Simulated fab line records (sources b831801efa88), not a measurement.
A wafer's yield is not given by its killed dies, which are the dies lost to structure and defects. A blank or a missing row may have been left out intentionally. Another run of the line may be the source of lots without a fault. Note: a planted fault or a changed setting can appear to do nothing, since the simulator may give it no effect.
What tool caused it? || flow sky130 || 12 lots with 36 wafers sampled at 3 steps, on a route of 708 steps

## WHAT EACH GAUGE READ, for each wafer
SKY_METAL5_RS_MEAS_05: a four-point-probe measurement. Usual: METAL5_ALCU_RS 0.02715 ohm/sq, standard deviation 0.00021.
{"lot": "L700", "measured": "day 43 00:25", "on": "film-metro-01", "METAL5_ALCU_RS (ohm/sq)": "0.02684 0.02714 0.02674", "flag": ""}
{"lot": "L701", "measured": "day 43 05:16", "on": "film-metro-01", "METAL5_ALCU_RS (ohm/sq)": "0.02724 0.02719 0.02711", "flag": ""}
{"lot": "L702", "measured": "day 43 13:31", "on": "film-metro-03", "METAL5_ALCU_RS (ohm/sq)": "0.02688 0.02678 0.02694", "flag": ""}
{"lot": "L703", "measured": "day 43 17:39", "on": "film-metro-02", "METAL5_ALCU_RS (ohm/sq)": "0.02725 0.02737 0.02742", "flag": ""}
{"lot": "L704", "measured": "day 44 03:09", "on": "film-metro-03", "METAL5_ALCU_RS (ohm/sq)": "0.02671 0.02697 0.02716", "flag": ""}
{"lot": "L706", "measured": "day 44 13:31", "on": "film-metro-01", "METAL5_ALCU_RS (ohm/sq)": "0.02674 0.02688 0.02673", "flag": ""}
{"lot": "L714", "measured": "day 46 19:48", "on": "film-metro-02", "METAL5_ALCU_RS (ohm/sq)": "0.027 0.02679 0.02674", "flag": ""}
{"lot": "L717", "measured": "day 47 11:35", "on": "film-metro-01", "METAL5_ALCU_RS (ohm/sq)": "0.02749 0.02725 0.02693", "flag": ""}
{"lot": "L719", "measured": "day 47 18:55", "on": "film-metro-02", "METAL5_ALCU_RS (ohm/sq)": "0.02728 0.02742 0.02753", "flag": ""}
{"lot": "L720", "measured": "day 48 03:55", "on": "film-metro-02", "METAL5_ALCU_RS (ohm/sq)": "0.02712 0.02721 0.02741", "flag": ""}
{"lot": "L721", "measured": "day 48 06:16", "on": "film-metro-02", "METAL5_ALCU_RS (ohm/sq)": "0.02692 0.02704 0.02706", "flag": ""}
{"lot": "L723", "measured": "day 48 12:26", "on": "film-metro-02", "METAL5_ALCU_RS (ohm/sq)": "0.02725 0.02712 0.02723", "flag": ""}

## EACH LOT AND THE TOOL THAT RAN IT (in order: tool; ch and the chambers of the sampled wafers; start)
{"lot": "L700", "SKY_VIA2_CVD_21": "cvd-w-01 ch 0,1, day 36 12:01", "SKY_VIA4_STRIP_13": "plasma-asher-02 ch 0,1, day 42 22:58"}
{"lot": "L701", "SKY_VIA2_CVD_21": "cvd-w-01 ch 0,1, day 36 18:53", "SKY_VIA4_STRIP_13": "plasma-asher-03 ch 0,1, day 43 03:46"}
{"lot": "L702", "SKY_VIA2_CVD_21": "cvd-w-01 ch 0,1, day 37 01:34", "SKY_VIA4_STRIP_13": "plasma-asher-02 ch 0,1, day 43 12:01"}
{"lot": "L703", "SKY_VIA2_CVD_21": "cvd-w-01 ch 0,1, day 37 07:04", "SKY_VIA4_STRIP_13": "plasma-asher-04 ch 0,1, day 43 16:10"}
{"lot": "L704", "SKY_VIA2_CVD_21": "cvd-w-02 ch 0,1, day 37 17:25", "SKY_VIA4_STRIP_13": "plasma-asher-03 ch 0,1, day 44 01:41"}
{"lot": "L706", "SKY_VIA2_CVD_21": "cvd-w-02 ch 0,1, day 38 06:38", "SKY_VIA4_STRIP_13": "plasma-asher-02 ch 0,1, day 44 12:04"}
{"lot": "L714", "SKY_VIA2_CVD_21": "cvd-w-02 ch 0,1, day 41 00:00", "SKY_VIA4_STRIP_13": "plasma-asher-04 ch 0,1, day 46 18:16"}
{"lot": "L717", "SKY_VIA2_CVD_21": "cvd-w-01 ch 0,1, day 41 16:10", "SKY_VIA4_STRIP_13": "plasma-asher-03 ch 0,1, day 47 09:34"}
{"lot": "L719", "SKY_VIA2_CVD_21": "cvd-w-02 ch 0,1, day 42 02:08", "SKY_VIA4_STRIP_13": "plasma-asher-04 ch 0,1, day 47 17:28"}
{"lot": "L720", "SKY_VIA2_CVD_21": "cvd-w-01 ch 0, day 42 11:08", "SKY_VIA4_STRIP_13": "plasma-asher-04 ch 0, day 48 02:19"}
{"lot": "L721", "SKY_VIA2_CVD_21": "cvd-w-01 ch 0, day 42 12:52", "SKY_VIA4_STRIP_13": "plasma-asher-02 ch 0,1, day 48 04:47"}
{"lot": "L723", "SKY_VIA2_CVD_21": "cvd-w-02 ch 0,1, day 42 21:07", "SKY_VIA4_STRIP_13": "plasma-asher-03 ch 0,1, day 48 10:45"}
- SKY_VIA2_CVD_21: deposits W, target thk 420 nm, time 126.4 s.
- SKY_VIA4_STRIP_13: strips in O2/N2.

## AS READ BY THE TOOLS THEMSELVES (means over the sampled wafers that have a number; for cases with no such wafer, the mark the record gives instead)
SKY_VIA2_CVD_21. Usual: 918 W for heater-power-w, sd 97.
{"lot": "L700", "tool": "cvd-w-01", "heater-power-w (W)": 962, "flag": ""}
{"lot": "L701", "tool": "cvd-w-01", "heater-power-w (W)": 954, "flag": ""}
{"lot": "L702", "tool": "cvd-w-01", "heater-power-w (W)": 968, "flag": ""}
{"lot": "L703", "tool": "cvd-w-01", "heater-power-w (W)": 981, "flag": ""}
{"lot": "L704", "tool": "cvd-w-02", "heater-power-w (W)": 875, "flag": ""}
{"lot": "L706", "tool": "cvd-w-02", "heater-power-w (W)": 886, "flag": ""}
{"lot": "L714", "tool": "cvd-w-02", "heater-power-w (W)": 874, "flag": ""}
{"lot": "L717", "tool": "cvd-w-01", "heater-power-w (W)": 879, "flag": ""}
{"lot": "L719", "tool": "cvd-w-02", "heater-power-w (W)": 874, "flag": ""}
{"lot": "L720", "tool": "cvd-w-01", "heater-power-w (W)": 826, "flag": ""}
{"lot": "L721", "tool": "cvd-w-01", "heater-power-w (W)": 841, "flag": ""}
{"lot": "L723", "tool": "cvd-w-02", "heater-power-w (W)": 886, "flag": ""}

SKY_VIA4_STRIP_13. Usual: drypump-motor-current-A 6.0 A, standard deviation 0.62; oes-product-au 0.709 a.u., standard deviation 0.0049; strip-time-to-endpoint-s 12.800 s, standard deviation 0.027.
{"lot": "L700", "tool": "plasma-asher-02", "drypump-motor-current-A (A)": 6.2, "oes-product-au (a.u.)": 0.710, "strip-time-to-endpoint-s (s)": 12.819, "flag": ""}
{"lot": "L701", "tool": "plasma-asher-03", "drypump-motor-current-A (A)": 6.1, "oes-product-au (a.u.)": 0.706, "strip-time-to-endpoint-s (s)": 12.819, "flag": ""}
{"lot": "L702", "tool": "plasma-asher-02", "drypump-motor-current-A (A)": 6.2, "oes-product-au (a.u.)": 0.705, "strip-time-to-endpoint-s (s)": 12.782, "flag": ""}
{"lot": "L703", "tool": "plasma-asher-04", "drypump-motor-current-A (A)": 5.1, "oes-product-au (a.u.)": 0.708, "strip-time-to-endpoint-s (s)": 12.813, "flag": ""}
{"lot": "L704", "tool": "plasma-asher-03", "drypump-motor-current-A (A)": 6.4, "oes-product-au (a.u.)": 0.710, "strip-time-to-endpoint-s (s)": 12.816, "flag": ""}
{"lot": "L706", "tool": "plasma-asher-02", "drypump-motor-current-A (A)": 6.2, "oes-product-au (a.u.)": 0.705, "strip-time-to-endpoint-s (s)": 12.803, "flag": ""}
{"lot": "L714", "tool": "plasma-asher-04", "drypump-motor-current-A (A)": 5.1, "oes-product-au (a.u.)": 0.709, "strip-time-to-endpoint-s (s)": 12.813, "flag": ""}
{"lot": "L717", "tool": "plasma-asher-03", "drypump-motor-current-A (A)": 6.4, "oes-product-au (a.u.)": 0.708, "strip-time-to-endpoint-s (s)": 12.801, "flag": ""}
{"lot": "L719", "tool": "plasma-asher-04", "drypump-motor-current-A (A)": 5.1, "oes-product-au (a.u.)": 0.708, "strip-time-to-endpoint-s (s)": 12.825, "flag": ""}
{"lot": "L720", "tool": "plasma-asher-04", "drypump-motor-current-A (A)": 5.0, "oes-product-au (a.u.)": 0.712, "strip-time-to-endpoint-s (s)": 12.817, "flag": ""}
{"lot": "L721", "tool": "plasma-asher-02", "drypump-motor-current-A (A)": 6.2, "oes-product-au (a.u.)": 0.713, "strip-time-to-endpoint-s (s)": 12.823, "flag": ""}
{"lot": "L723", "tool": "plasma-asher-03", "drypump-motor-current-A (A)": 6.5, "oes-product-au (a.u.)": 0.709, "strip-time-to-endpoint-s (s)": 12.832, "flag": ""}

## THE ANSWER, worked out from the rows above alone
Rule: lot off if the mean of its wafers having a number is beyond 3 standard deviations from the usual mean. Also off: a lot with no number at a reading for which 4 or more lots have one. Where the step has rows for the other lots, those lots are counted as sound. Order of review: gauges by route order, followed by the tools' own readings, for which a lot's mean as printed above is used. At the first step where some lot is off, the reading lying furthest off is the one used; lots without a number count as furthest.
None of the lots is off at any reading shown; this tells nothing.

## WHAT THE SIMULATOR HAD PUT IN
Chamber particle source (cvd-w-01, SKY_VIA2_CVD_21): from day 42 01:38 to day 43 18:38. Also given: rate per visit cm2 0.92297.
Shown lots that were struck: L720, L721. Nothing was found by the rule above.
